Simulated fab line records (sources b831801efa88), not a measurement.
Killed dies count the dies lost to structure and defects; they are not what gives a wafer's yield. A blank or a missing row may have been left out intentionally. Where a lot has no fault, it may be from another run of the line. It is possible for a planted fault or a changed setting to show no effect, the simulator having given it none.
Comparing a struck lot with a sound one ; flow sky130 ; 16 steps out of a route of 708
Sound: these wafers, L565.1, L565.3, L565.6. Struck: wafers L575.1, L575.2, L575.3. The cause comes at the end.
At each step with rows: each side's tool, then ch and its chambers, then its first start. Under that, the readings that differ: sound wafers ; struck wafers ; difference of the means ; sigmas: that difference in standard deviations of wafers without a fault.
alike: same words and numbers on both sides, and readings whose means sit less than 2 such deviations apart. not compared: any withheld reading, any reading some wafer has no value for, any bound like >300 that may hide the same value, and any number with overlapping values for which the record gives no deviation.
Wherever a step has rows on one side only, a row that says differs or no value, or a row with sigmas, the two part there. Numbers that have no deviation but don't overlap get no sigmas and don't part them. Lack of a reading on every wafer of one side parts them only where that side has two or more wafers.

first, 4 steps without rows for these wafers: SKY_FIELD_ISO_WET_ETCH_29 (etches Si3N4 in H3PO4, target depth 160 nm, time 1825 s); SKY_FIELD_ISO_WET_ETCH_30 (etches SiO2 in dHF, target depth 25 nm, time 50 s); SKY_NWELL_CLEAN_00 (cleans in SC1/SC2, time 150 s); SKY_NWELL_OXIDATION_01 (stabilise 600 s, purge 300 s, target thk 10 nm).
SKY_NWELL_THK_MEAS_02:
  sound on filmMetro-04 at day 2 20:56; struck on filmMetro-03 at day 5 01:54
  alike: NWELL_OXIDATION_THK
then, 7 steps without rows for these wafers: SKY_DNWELL_DEHYDRATE_00 (time 60 s); SKY_DNWELL_HMDS_01 (prime time 60 s); SKY_DNWELL_COAT_02 (resist thk 3036 nm); SKY_DNWELL_SOFTBAKE_03; SKY_DNWELL_EXPOSE_04 (exposes mask DNM, target cd 3000 nm); SKY_DNWELL_PEB_05; SKY_DNWELL_DEVELOP_06 (develop time 60 s).
SKY_DNWELL_IMPLANT_07:
  sound on implanter-03 ch 0, day 3 11:01; struck on implanter-02 ch 0, day 5 19:55
  not compared: implantIonAmu
SKY_DNWELL_STRIP_08: strips in O2/N2.
  sound on plasmaAsher-03 ch 0,1, day 3 11:10; struck on plasmaAsher-02 ch 0,1, day 5 20:04
  alike: drypumpMotorCurrentA, oesProductAu, stripTimeToEndpointS
  not compared: rfHoursCounterH
SKY_DNWELL_TW_MEAS_09:
  sound on filmMetro-03 at day 3 11:16; struck on filmMetro-03 at day 5 20:10
reading;sound;struck;difference;sigmas
DNWELL_TW;1122 1117 1119;362 363 362;-757;-99 or more
then, 1 step without rows for these wafers: SKY_PWDE_DEHYDRATE_00 (time 60 s).

## WHERE THEY PART
Within this record, at SKY_DNWELL_TW_MEAS_09 only.

WHY: the cause the simulator had injected
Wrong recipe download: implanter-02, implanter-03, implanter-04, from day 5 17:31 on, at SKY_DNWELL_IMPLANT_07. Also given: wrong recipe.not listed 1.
